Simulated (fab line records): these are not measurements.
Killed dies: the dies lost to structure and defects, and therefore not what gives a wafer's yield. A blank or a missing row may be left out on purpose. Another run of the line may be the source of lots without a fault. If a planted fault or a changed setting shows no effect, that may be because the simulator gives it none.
fab line records	flow sky130
record lots=24	wafers=72	last-day=50
route steps=708 shown VT_ADJUST_HVTP@96 VT_ADJUST_NCORE@126 METAL1@435 METAL2@503 METAL3@534 METAL5@663
lots with no fault: from the same line, run without faults
start-h: hours from the record's first day to the start of the lot's first wafer shown	wait-h: hours since the lot's step before	" the same as in the row above	L1.1+2: several wafers, shown together as one row	- no value present, or no start provided	* or withheld: withheld	< > ~ a bound
route shown NAME@n: names a module that has steps shown in the file, with the first one's number in the route	usual: mean/standard deviation of fault-free wafers	same: alike in all rows	chamber/n: place in a boat	sites: each site's reading	_std_site: their standard deviation	_edge_site: inner sites' mean taken away from outer sites' mean	radius-mm: for every site, how far away it sits from the centre of the wafer	mask NAME#n: copy n	behind: the most recent tool/chamber to have shaped the wafer	hold: cause of the lot's hold/its duration in hours/its outcome	device: whichever transistor did not switch (one of n, p or np)	end of line: tests of these same wafers at the route's end	a step given without rows: its recipe and nothing more	killed: dies that structure and defects cost at the first sort, which is not the same as the wafer's yield	map: dies across one wafer; x = killed, . = not, _ = none there
set.NAME: the run value of the setting; set.NAME@STEP: its run value at that earlier step	model.NAME: the simulator's own value behind a step, which no gauge read
one table for each step of the route and one row for each wafer, over a sample of lots
services: a tool's chamber out of use, with start hour (start-h, from the record's first day; less than 0 if before it), hours out, and reason
## steps
# step SKY_VT_ADJUST_HVTP_TW_MEAS_11
# usual VT_ADJUST_HVTP_TW=1351/6.8
lot.wafer	tool	chamber	start-h	wait-h	VT_ADJUST_HVTP_TW
L074.1	film-metro-02	-	119.44	0.1	1354
L074.2	"	-	"	"	1357
L074.5	"	-	"	"	1349
L075.1	film-metro-01	-	127.99	0.1	1356
L075.2	"	-	"	"	1364
L075.3	"	-	"	"	1348
L076.1	film-metro-02	-	133.09	0.1	1355
L076.2	"	-	"	"	1354
L076.4	"	-	"	"	1353
L077.3	film-metro-01	-	141.14	0.1	1347
L077.5	"	-	"	"	1344
L077.6	"	-	"	"	1353
L079.2	film-metro-02	-	156.33	0.1	1350
L079.4	"	-	"	"	1355
L079.5	"	-	"	"	1359
L078.1	film-metro-01	-	156.82	0.1	1338
L078.3	"	-	"	"	1343
L078.4	"	-	"	"	1338
L080.2	film-metro-01	-	173.58	0.1	1346
L080.4	"	-	"	"	1341
L080.5	"	-	"	"	1345
L081.1	film-metro-04	-	173.87	0.1	1345
L081.3	"	-	"	"	1346
L081.6	"	-	"	"	1347
L082.1	film-metro-02	-	183.67	0.1	1355
L082.4	"	-	"	"	1345
L082.5	"	-	"	"	1345
L083.3	film-metro-02	-	188.44	0.1	1341
L083.4	"	-	"	"	1346
L083.6	"	-	"	"	1344
L084.3	film-metro-04	-	198.75	0.1	1354
L084.4	"	-	"	"	1359
L084.6	"	-	"	"	1349
L086.1	film-metro-02	-	202.37	0.1	1353
L086.2	"	-	"	"	1343
L086.6	"	-	"	"	1347
L085.1	film-metro-01	-	202.67	0.1	1345
L085.5	"	-	"	"	1347
L085.6	"	-	"	"	1341
L087.1	film-metro-04	-	205.62	0.1	1356
L087.2	"	-	"	"	1358
L087.6	"	-	"	"	1358
L089.1	film-metro-02	-	214.92	0.1	1349
L089.4	"	-	"	"	1349
L089.5	"	-	"	"	1360
L088.1	film-metro-01	-	215.67	0.1	1346
L088.2	"	-	"	"	1343
L088.5	"	-	"	"	1336
L090.1	film-metro-02	-	227.02	0.1	1352
L090.2	"	-	"	"	1361
L090.3	"	-	"	"	1352
L091.1	film-metro-02	-	230.44	0.1	1356
L091.2	"	-	"	"	1354
L091.4	"	-	"	"	1362
L092.1	film-metro-01	-	235.22	0.1	1345
L092.2	"	-	"	"	1343
L092.5	"	-	"	"	1351
L093.2	film-metro-01	-	242.20	0.1	1358
L093.3	"	-	"	"	1366
L093.6	"	-	"	"	1362
L094.3	film-metro-02	-	248.89	0.1	1356
L094.5	"	-	"	"	1349
L094.6	"	-	"	"	1359
L095.2	film-metro-01	-	255.95	0.1	1362
L095.3	"	-	"	"	1360
L095.6	"	-	"	"	1364
L096.1	film-metro-02	-	263.17	0.1	1356
L096.3	"	-	"	"	1352
L096.5	"	-	"	"	1349
L097.2	film-metro-02	-	271.33	0.1	1351
L097.3	"	-	"	"	1347
L097.5	"	-	"	"	1350
# step SKY_VT_ADJUST_NCORE_CD_MEAS_07
# recipe target-cd-nm=380
# usual cd-nm=380.0/2.2
lot.wafer	tool	chamber	start-h	wait-h	cd-nm
L074.1	cd-sem-02	-	178.62	0.1	378.6
L074.2	"	-	"	"	377.4
L074.5	"	-	"	"	377.8
L075.1	cd-sem-02	-	189.04	0.1	381.1
L075.2	"	-	"	"	380.0
L075.3	"	-	"	"	378.2
L076.1	cd-sem-01	-	193.12	0.1	379.1
L076.2	"	-	"	"	379.8
L076.4	"	-	"	"	378.7
L077.3	cd-sem-01	-	203.24	0.1	379.3
L077.5	"	-	"	"	380.7
L077.6	"	-	"	"	379.8
L079.2	cd-sem-01	-	219.44	0.1	379.3
L079.4	"	-	"	"	378.8
L079.5	"	-	"	"	378.0
L078.1	cd-sem-02	-	221.27	0.1	379.3
L078.3	"	-	"	"	381.7
L078.4	"	-	"	"	379.4
L080.2	cd-sem-02	-	240.22	0.1	381.9
L080.4	"	-	"	"	375.1
L080.5	"	-	"	"	380.0
L081.1	cd-sem-01	-	240.87	0.1	383.7
L081.3	"	-	"	"	380.5
L081.6	"	-	"	"	381.6
L082.1	cd-sem-01	-	252.00	0.1	377.5
L082.4	"	-	"	"	377.8
L082.5	"	-	"	"	378.8
L083.3	cd-sem-01	-	257.34	0.1	377.0
L083.4	"	-	"	"	377.0
L083.6	"	-	"	"	376.2
L084.3	cd-sem-01	-	269.64	0.1	383.3
L084.4	"	-	"	"	386.9
L084.6	"	-	"	"	383.1
L086.1	cd-sem-01	-	272.27	0.1	379.9
L086.2	"	-	"	"	380.2
L086.6	"	-	"	"	381.6
L085.1	cd-sem-01	-	272.57	0.1	379.3
L085.5	"	-	"	"	377.2
L085.6	"	-	"	"	375.8
L087.1	cd-sem-01	-	277.45	0.1	379.7
L087.2	"	-	"	"	377.1
L087.6	"	-	"	"	375.7
L089.1	cd-sem-02	-	285.92	0.1	380.8
L089.4	"	-	"	"	382.1
L089.5	"	-	"	"	381.0
L088.1	cd-sem-02	-	288.06	0.1	379.8
L088.2	"	-	"	"	381.3
L088.5	"	-	"	"	379.3
L090.1	cd-sem-01	-	301.29	0.1	377.4
L090.2	"	-	"	"	379.1
L090.3	"	-	"	"	377.8
L091.1	cd-sem-01	-	303.99	0.1	382.1
L091.2	"	-	"	"	383.7
L091.4	"	-	"	"	381.8
L092.1	cd-sem-01	-	310.36	0.1	378.6
L092.2	"	-	"	"	380.3
L092.5	"	-	"	"	380.4
L093.2	cd-sem-02	-	317.27	0.1	383.2
L093.3	"	-	"	"	384.7
L093.6	"	-	"	"	384.2
L094.3	cd-sem-01	-	324.89	0.1	381.7
L094.5	"	-	"	"	383.2
L094.6	"	-	"	"	382.9
L095.2	cd-sem-02	-	331.71	0.1	378.4
L095.3	"	-	"	"	379.2
L095.6	"	-	"	"	378.0
L096.1	cd-sem-01	-	340.81	0.1	379.8
L096.3	"	-	"	"	380.4
L096.5	"	-	"	"	382.6
L097.2	cd-sem-02	-	350.71	0.1	379.8
L097.3	"	-	"	"	377.7
L097.5	"	-	"	"	379.4
# step SKY_METAL1_SPUTTER_01
# recipe material=TiN	target-thk-nm=20	power-w=6500	time-s=16.7	chamber-pressure-pa=0.4
# usual cathode-dc-power-W=6499.9/1.1	throttle-valve-pct=29.9/1.2
lot.wafer	tool	chamber	start-h	wait-h	cathode-dc-power-W	throttle-valve-pct
L074.1	pvd-sputter-04	-	731.71	0.0	6496.9	31.9
L074.2	"	-	"	"	6500.1	28.4
L074.5	"	-	"	"	6499.8	28.5
L075.1	pvd-sputter-02	-	752.57	0.0	6499.4	31.2
L075.2	"	-	"	"	6502.2	29.9
L075.3	"	-	"	"	6500.4	29.2
L076.1	pvd-sputter-01	-	755.65	0.0	6498.6	31.7
L076.2	"	-	"	"	6500.5	29.7
L076.4	"	-	"	"	6500.1	30.3
L077.3	pvd-sputter-04	-	760.65	0.0	6500.9	28.9
L077.5	"	-	"	"	6499.1	28.6
L077.6	"	-	"	"	6498.5	28.4
L079.2	pvd-sputter-02	-	774.24	0.0	6499.4	29.1
L079.4	"	-	"	"	6500.6	30.0
L079.5	"	-	"	"	6500.0	30.2
L078.1	pvd-sputter-02	-	784.85	0.0	6498.4	29.8
L078.3	"	-	"	"	6501.2	29.1
L078.4	"	-	"	"	6498.7	31.5
L080.2	pvd-sputter-04	-	798.47	0.0	6500.7	28.6
L080.4	"	-	"	"	6499.8	28.4
L080.5	"	-	"	"	6499.6	31.8
L081.1	pvd-sputter-04	-	804.62	0.0	6498.5	28.5
L081.3	"	-	"	"	6500.1	32.1
L081.6	"	-	"	"	6498.6	28.6
L082.1	pvd-sputter-01	-	814.62	0.0	6498.9	30.4
L082.4	"	-	"	"	6500.8	29.8
L082.5	"	-	"	"	6502.4	29.4
L083.3	pvd-sputter-01	-	819.21	0.0	6500.3	30.4
L083.4	"	-	"	"	6501.0	29.9
L083.6	"	-	"	"	6500.2	28.4
L084.3	pvd-sputter-04	-	834.16	0.0	6498.7	28.8
L084.4	"	-	"	"	6499.6	28.6
L084.6	"	-	"	"	6500.6	28.5
L085.1	pvd-sputter-02	-	835.50	0.0	6500.9	31.4
L085.5	"	-	"	"	6498.2	30.1
L085.6	"	-	"	"	6499.3	31.4
L086.1	pvd-sputter-04	-	838.50	0.0	6500.6	29.0
L086.2	"	-	"	"	6502.0	31.8
L086.6	"	-	"	"	6499.7	28.8
L087.1	pvd-sputter-02	-	844.80	0.0	6499.5	29.8
L087.2	"	-	"	"	6498.8	31.3
L087.6	"	-	"	"	6499.2	29.4
L089.1	pvd-sputter-02	-	847.59	0.0	6499.4	29.1
L089.4	"	-	"	"	6499.4	30.0
L089.5	"	-	"	"	6500.5	30.3
L088.1	pvd-sputter-02	-	851.97	0.0	6500.6	31.0
L088.2	"	-	"	"	6499.8	29.8
L088.5	"	-	"	"	6498.5	29.8
L090.1	pvd-sputter-02	-	863.76	0.0	6501.5	29.6
L090.2	"	-	"	"	6502.0	30.1
L090.3	"	-	"	"	6500.0	31.3
L091.1	pvd-sputter-04	-	869.07	0.0	6499.9	28.7
L091.2	"	-	"	"	6498.9	31.9
L091.4	"	-	"	"	6500.0	28.2
L092.1	pvd-sputter-01	-	874.60	0.0	6500.7	31.5
L092.2	"	-	"	"	6498.1	29.9
L092.5	"	-	"	"	6498.3	31.2
L093.2	pvd-sputter-04	-	878.83	0.0	6501.2	28.2
L093.3	"	-	"	"	6500.1	28.8
L093.6	"	-	"	"	6499.0	28.6
L094.3	pvd-sputter-02	-	883.92	0.0	6499.3	29.4
L094.5	"	-	"	"	6500.0	31.5
L094.6	"	-	"	"	6500.4	29.3
L095.2	pvd-sputter-01	-	889.41	0.0	6499.7	30.4
L095.3	"	-	"	"	6498.8	29.6
L095.6	"	-	"	"	6499.7	29.8
L096.1	pvd-sputter-04	-	898.01	0.0	6500.5	28.8
L096.3	"	-	"	"	6498.7	28.2
L096.5	"	-	"	"	6500.0	28.7
L097.2	pvd-sputter-02	-	917.87	0.0	6501.3	31.3
L097.3	"	-	"	"	6498.6	30.2
L097.5	"	-	"	"	6500.7	31.3
# step SKY_METAL2_STRIP_20
# recipe chemistry=O2/N2	power-w=1400	pressure-mtorr=1500	platen-temp-c=withheld	o2-flow-sccm=3000	n2-flow-sccm=300	overash-fraction=0.5
# usual drypump-motor-current-A=5.8/0.33	oes-product-au=0.344/0.0048	strip-time-to-endpoint-s=2.73/0.049
lot.wafer	tool	chamber	start-h	wait-h	drypump-motor-current-A	oes-product-au	rf-hours-counter-h	strip-time-to-endpoint-s
L074.1	plasma-asher-02	0	813.05	0.1	6.2	0.348	38	2.76
L074.2	"	1	"	"	5.4	0.344	38	2.68
L074.5	"	1	"	"	5.4	0.355	-	2.79
L075.1	plasma-asher-01	1	833.49	0.1	6.2	0.342	9	2.72
L075.2	"	0	"	"	5.7	0.341	9	2.70
L075.3	"	1	"	"	6.1	0.339	-	2.71
L076.1	plasma-asher-01	0	838.18	0.1	5.7	0.342	9	2.70
L076.2	"	1	"	"	6.2	0.344	9	2.75
L076.4	"	1	"	"	6.2	0.339	-	2.73
L077.3	plasma-asher-02	1	841.77	0.1	5.4	0.339	-	2.74
L077.5	"	1	"	"	5.4	0.341	-	2.72
L077.6	"	0	"	"	6.2	0.341	-	2.79
L079.2	plasma-asher-04	0	853.10	0.1	5.8	0.341	72	2.67
L079.4	"	0	"	"	5.8	0.345	-	2.65
L079.5	"	1	"	"	5.3	0.339	-	2.71
L078.1	plasma-asher-02	0	866.66	0.1	6.2	0.345	43	2.75
L078.3	"	1	"	"	5.4	0.353	-	2.76
L078.4	"	0	"	"	6.2	0.345	-	2.72
L080.2	plasma-asher-04	0	879.55	0.1	5.8	0.340	74	2.72
L080.4	"	1	"	"	5.4	0.346	-	2.75
L080.5	"	0	"	"	5.8	0.348	-	2.75
L081.1	plasma-asher-02	0	882.36	0.1	6.3	0.345	45	2.63
L081.3	"	1	"	"	5.5	0.345	-	2.64
L081.6	"	0	"	"	6.2	0.337	-	2.60
L082.1	plasma-asher-02	0	895.59	0.1	6.3	0.338	46	2.65
L082.4	"	1	"	"	5.4	0.340	-	2.65
L082.5	"	0	"	"	6.2	0.331	-	2.62
L083.3	plasma-asher-04	1	901.31	0.1	5.3	0.343	-	2.72
L083.4	"	0	"	"	5.8	0.337	-	2.69
L083.6	"	1	"	"	5.3	0.333	-	2.69
L084.3	plasma-asher-02	1	914.22	0.1	5.4	0.347	-	2.76
L084.4	"	0	"	"	6.3	0.342	-	2.77
L084.6	"	0	"	"	6.2	0.350	-	2.74
L085.1	plasma-asher-02	1	915.88	0.1	5.4	0.342	48	2.70
L085.5	"	1	"	"	5.4	0.349	-	2.69
L085.6	"	0	"	"	6.2	0.343	-	2.71
L086.1	plasma-asher-01	0	918.44	0.1	5.7	0.339	17	2.76
L086.2	"	1	"	"	6.1	0.341	17	2.76
L086.6	"	0	"	"	5.7	0.347	-	2.74
L087.1	plasma-asher-02	1	924.59	0.1	5.4	0.339	49	2.77
L087.2	"	0	"	"	6.2	0.344	49	2.79
L087.6	"	1	"	"	5.4	0.344	-	2.78
L089.1	plasma-asher-01	0	927.69	0.1	5.7	0.346	18	2.75
L089.4	"	0	"	"	5.7	0.345	-	2.73
L089.5	"	0	"	"	5.7	0.342	-	2.75
L088.1	plasma-asher-01	1	931.86	0.1	6.2	0.339	19	2.73
L088.2	"	0	"	"	5.7	0.345	19	2.71
L088.5	"	1	"	"	6.1	0.345	-	2.72
L090.1	plasma-asher-01	1	942.38	0.1	6.2	0.357	19	2.75
L090.2	"	0	"	"	5.7	0.348	19	2.78
L090.3	"	0	"	"	5.7	0.347	-	2.78
L091.1	plasma-asher-01	0	948.55	0.1	5.7	0.351	20	2.79
L091.2	"	1	"	"	6.1	0.345	20	2.77
L091.4	"	0	"	"	5.7	0.351	-	2.81
L092.1	plasma-asher-04	1	952.08	0.1	5.3	0.345	81	2.73
L092.2	"	0	"	"	5.8	0.347	81	2.77
L092.5	"	1	"	"	5.3	0.343	-	2.75
L093.2	plasma-asher-01	1	955.33	0.1	6.2	0.353	21	2.79
L093.3	"	0	"	"	5.7	0.349	-	2.79
L093.6	"	1	"	"	6.1	0.347	-	2.79
L094.3	plasma-asher-02	1	960.19	0.1	5.4	0.346	-	2.77
L094.5	"	0	"	"	6.2	0.348	-	2.74
L094.6	"	1	"	"	5.4	0.352	-	2.78
L095.2	plasma-asher-01	1	967.13	0.1	6.1	0.348	22	2.76
L095.3	"	1	"	"	6.1	0.341	-	2.76
L095.6	"	1	"	"	6.1	0.343	-	2.75
L096.1	plasma-asher-01	1	973.85	0.1	6.1	0.352	23	2.80
L096.3	"	0	"	"	5.7	0.353	-	2.78
L096.5	"	1	"	"	6.1	0.338	-	2.77
L097.2	plasma-asher-04	0	993.66	0.1	5.8	0.343	85	2.72
L097.3	"	1	"	"	5.3	0.339	-	2.62
L097.5	"	1	"	"	5.3	0.341	-	2.61
# step SKY_METAL3_SPUTTER_02
# recipe material=AlCu	target-thk-nm=735	power-w=10600	time-s=39.1	chamber-pressure-pa=0.4
# usual cathode-dc-power-W=10600/1.8	throttle-valve-pct=30.0/1.1
lot.wafer	tool	chamber	start-h	wait-h	cathode-dc-power-W	throttle-valve-pct
L074.1	pvd-sputter-04	-	841.77	0.0	10601	28.3
L074.2	"	-	"	"	10600	32.0
L074.5	"	-	"	"	10601	28.7
L075.1	pvd-sputter-02	-	861.83	0.0	10604	29.9
L075.2	"	-	"	"	10603	29.9
L075.3	"	-	"	"	10599	31.4
L076.1	pvd-sputter-04	-	866.64	0.0	10601	28.4
L076.2	"	-	"	"	10597	28.7
L076.4	"	-	"	"	10599	28.5
L077.3	pvd-sputter-01	-	870.04	0.0	10597	28.4
L077.5	"	-	"	"	10598	30.4
L077.6	"	-	"	"	10599	28.8
L079.2	pvd-sputter-02	-	881.81	0.0	10601	31.4
L079.4	"	-	"	"	10598	29.5
L079.5	"	-	"	"	10598	29.9
L078.1	pvd-sputter-01	-	894.87	0.0	10601	31.4
L078.3	"	-	"	"	10601	29.6
L078.4	"	-	"	"	10601	30.2
L080.2	pvd-sputter-01	-	907.23	0.0	10597	31.2
L080.4	"	-	"	"	10601	29.8
L080.5	"	-	"	"	10596	28.6
L081.1	pvd-sputter-01	-	910.24	0.0	10598	30.5
L081.3	"	-	"	"	10600	29.8
L081.6	"	-	"	"	10601	31.2
L082.1	pvd-sputter-02	-	923.59	0.0	10602	31.6
L082.4	"	-	"	"	10600	29.3
L082.5	"	-	"	"	10597	31.3
L083.3	pvd-sputter-02	-	928.81	0.0	10599	31.4
L083.4	"	-	"	"	10606	30.1
L083.6	"	-	"	"	10602	29.2
L084.3	pvd-sputter-01	-	941.33	0.0	10598	30.5
L084.4	"	-	"	"	10601	29.5
L084.6	"	-	"	"	10597	28.2
L085.1	pvd-sputter-01	-	942.70	0.0	10602	31.5
L085.5	"	-	"	"	10600	28.3
L085.6	"	-	"	"	10600	30.4
L086.1	pvd-sputter-02	-	945.71	0.0	10599	29.3
L086.2	"	-	"	"	10600	29.9
L086.6	"	-	"	"	10599	29.9
L087.1	pvd-sputter-01	-	951.72	0.0	10599	29.6
L087.2	"	-	"	"	10602	31.3
L087.6	"	-	"	"	10605	30.5
L089.1	pvd-sputter-01	-	954.45	0.0	10601	31.5
L089.4	"	-	"	"	10599	29.6
L089.5	"	-	"	"	10602	29.9
L088.1	pvd-sputter-01	-	958.89	0.0	10595	31.7
L088.2	"	-	"	"	10602	30.4
L088.5	"	-	"	"	10599	28.2
L090.1	pvd-sputter-02	-	968.98	0.0	10600	29.7
L090.2	"	-	"	"	10599	30.2
L090.3	"	-	"	"	10600	31.4
L091.1	pvd-sputter-01	-	974.81	0.0	10598	31.5
L091.2	"	-	"	"	10600	29.8
L091.4	"	-	"	"	10599	28.4
L092.1	pvd-sputter-01	-	978.62	0.0	10601	30.3
L092.2	"	-	"	"	10601	29.7
L092.5	"	-	"	"	10598	28.4
L093.2	pvd-sputter-01	-	982.08	0.0	10600	29.8
L093.3	"	-	"	"	10602	30.4
L093.6	"	-	"	"	10601	30.3
L094.3	pvd-sputter-01	-	985.53	0.0	10600	29.7
L094.5	"	-	"	"	10598	28.2
L094.6	"	-	"	"	10599	31.6
L095.2	pvd-sputter-04	-	993.19	0.0	10601	28.7
L095.3	"	-	"	"	10602	31.8
L095.6	"	-	"	"	10602	32.0
L096.1	pvd-sputter-02	-	999.98	0.0	10600	29.7
L096.3	"	-	"	"	10597	29.3
L096.5	"	-	"	"	10601	29.9
L097.2	pvd-sputter-02	-	1019.13	0.0	10598	29.9
L097.3	"	-	"	"	10600	31.3
L097.5	"	-	"	"	10599	30.2
# step SKY_METAL5_SPUTTER_02
# recipe material=AlCu	target-thk-nm=1150	power-w=10600	time-s=61.2	chamber-pressure-pa=0.4
# usual cathode-dc-power-W=10600/2.1	throttle-valve-pct=29.9/1.2
lot.wafer	tool	chamber	start-h	wait-h	cathode-dc-power-W	throttle-valve-pct
L074.1	pvd-sputter-03	-	998.64	0.0	10600	31.2
L074.2	"	-	"	"	10602	30.9
L074.5	"	-	"	"	10604	30.9
L075.1	pvd-sputter-04	-	1013.35	0.0	10600	28.6
L075.2	"	-	"	"	10600	31.9
L075.3	"	-	"	"	10599	28.4
L076.1	pvd-sputter-04	-	1020.33	0.0	10600	28.5
L076.2	"	-	"	"	10601	29.0
L076.4	"	-	"	"	10602	32.0
L077.3	pvd-sputter-04	-	1022.28	0.0	10600	28.2
L077.5	"	-	"	"	10602	28.3
L077.6	"	-	"	"	10597	28.7
L079.2	pvd-sputter-03	-	1031.55	0.0	10601	29.5
L079.4	"	-	"	"	10601	28.1
L079.5	"	-	"	"	10601	28.5
L078.1	pvd-sputter-03	-	1045.60	0.0	10602	29.5
L078.3	"	-	"	"	10601	30.9
L078.4	"	-	"	"	10604	28.1
L080.2	pvd-sputter-04	-	1054.75	0.0	10602	28.3
L080.4	"	-	"	"	10602	28.7
L080.5	"	-	"	"	10598	28.6
L081.1	pvd-sputter-02	-	1056.42	0.0	10599	30.2
L081.3	"	-	"	"	10598	31.4
L081.6	"	-	"	"	10599	29.4
L082.1	pvd-sputter-02	-	1068.85	0.0	10594	29.5
L082.4	"	-	"	"	10600	31.4
L082.5	"	-	"	"	10599	29.7
L083.3	pvd-sputter-04	-	1074.89	0.0	10602	28.5
L083.4	"	-	"	"	10602	28.9
L083.6	"	-	"	"	10599	28.5
L084.3	pvd-sputter-03	-	1083.57	0.0	10596	30.9
L084.4	"	-	"	"	10597	31.6
L084.6	"	-	"	"	10602	28.2
L085.1	pvd-sputter-02	-	1086.60	0.0	10598	29.4
L085.5	"	-	"	"	10602	29.9
L085.6	"	-	"	"	10600	30.1
L086.1	pvd-sputter-03	-	1090.32	0.0	10597	28.5
L086.2	"	-	"	"	10601	30.8
L086.6	"	-	"	"	10601	31.2
L087.1	pvd-sputter-03	-	1095.39	0.0	10599	30.9
L087.2	"	-	"	"	10603	31.1
L087.6	"	-	"	"	10600	29.6
L089.1	pvd-sputter-02	-	1095.56	0.0	10602	30.0
L089.4	"	-	"	"	10601	29.7
L089.5	"	-	"	"	10597	29.9
L088.1	pvd-sputter-02	-	1099.13	0.0	10600	30.0
L088.2	"	-	"	"	10605	30.1
L088.5	"	-	"	"	10602	30.2
L090.1	pvd-sputter-04	-	1110.34	0.0	10602	28.6
L090.2	"	-	"	"	10599	29.1
L090.3	"	-	"	"	10601	31.8
L091.1	pvd-sputter-02	-	1115.31	0.0	10598	29.3
L091.2	"	-	"	"	10602	30.1
L091.4	"	-	"	"	10598	30.0
L092.1	pvd-sputter-02	-	1116.87	0.0	10599	29.9
L092.2	"	-	"	"	10601	29.4
L092.5	"	-	"	"	10599	31.4
L093.2	pvd-sputter-04	-	1120.42	0.0	10601	28.4
L093.3	"	-	"	"	10599	31.9
L093.6	"	-	"	"	10598	28.3
L094.3	pvd-sputter-03	-	1121.23	0.0	10597	27.9
L094.5	"	-	"	"	10602	31.3
L094.6	"	-	"	"	10601	29.6
L095.2	pvd-sputter-02	-	1129.34	0.0	10599	30.2
L095.3	"	-	"	"	10599	29.2
L095.6	"	-	"	"	10600	29.5
L096.1	pvd-sputter-02	-	1135.37	0.0	10596	30.0
L096.3	"	-	"	"	10602	31.3
L096.5	"	-	"	"	10598	29.1
L097.2	pvd-sputter-02	-	1151.15	0.0	10602	30.0
L097.3	"	-	"	"	10599	29.3
L097.5	"	-	"	"	10600	30.1
## services
tool	chamber	start-h	hours	kind
plasma-asher-01	-	733.75	9.0	pm
pvd-sputter-01	-	742.84	2.4	repair
pvd-sputter-02	1	752.68	-	consumable-replace:kit
pvd-sputter-02	1	752.68	18.0	scheduled-down
pvd-sputter-04	-	783.67	8.1	repair
pvd-sputter-03	-	789.45	3.3	repair
pvd-sputter-01	-	831.39	9.1	repair
pvd-sputter-01	-	837.31	6.6	repair
plasma-asher-01	-	838.92	3.3	repair
pvd-sputter-01	-	854.90	13.0	repair
pvd-sputter-04	-	883.74	1.3	repair
plasma-asher-04	-	895.30	5.5	repair
pvd-sputter-03	-	951.90	0.8	repair
pvd-sputter-04	-	953.45	2.4	repair
pvd-sputter-03	-	964.66	6.2	repair
plasma-asher-01	-	1009.62	2.8	pm
pvd-sputter-02	-	1019.72	1.9	repair
plasma-asher-01	-	1069.00	4.1	repair
plasma-asher-02	-	1074.96	18.7	repair
pvd-sputter-02	-	1079.61	3.6	repair
plasma-asher-02	-	1106.93	0.6	repair
pvd-sputter-03	-	1108.67	12.4	repair
plasma-asher-02	-	1128.69	4.8	repair
plasma-asher-01	-	1130.91	1.2	repair
## key
fault none
